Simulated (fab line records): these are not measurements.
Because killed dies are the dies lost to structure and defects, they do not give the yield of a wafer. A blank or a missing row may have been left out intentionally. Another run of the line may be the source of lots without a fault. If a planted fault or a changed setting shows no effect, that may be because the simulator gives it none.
Chamber matching    flow gf180mcu    cmp-02 running GF_V3_CMP_26: 3 sister chambers
The step polishes, stops on SiO2, t overpolish 15 s, target thk 0 nm. 3 wafers are shown with their chamber, then 5 later ones without.

## WAFERS PAIRED WITH THEIR CHAMBERS
wafer   chamber  motor_current_A (A)
L252.2  0        10.6
L269.2  2        9.6
L269.4  1        10.6

## WAFERS WITH NO CHAMBER GIVEN
wafer   motor_current_A (A)
L269.5  10.7
L268.2  10.0
L268.5  10.1
L271.1  10.4
L271.2  9.6

## WHICH CHAMBER EACH WENT THROUGH
wafer   from the rows above           in truth
L269.5  can't be placed: 0 or 1       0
L268.2  can't be placed: 2 or 0 or 1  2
L268.5  can't be placed: 0 or 1 or 2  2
L271.1  can't be placed: 0 or 1 or 2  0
L271.2  2                             2
Correct placement for 1 of the 5. Cannot be placed on the basis of these rows: 4; the candidates contain the true chamber in 4. 0 placed wrongly.
How it was worked out, from the rows above alone: a wafer's distance from a chamber is the root of the sum, over the readings, of the square of ((its reading less the chamber's mean) divided by the reading's scatter). If the next closest chamber is less than 2 further off than the closest, the wafer can't be placed; otherwise it belongs to the closest. For every chamber, the mean is computed from those of its wafers that are shown. The scatter: with one shown wafer a chamber, the root of the mean of the squares of how far each hidden wafer lies from its nearest shown one.
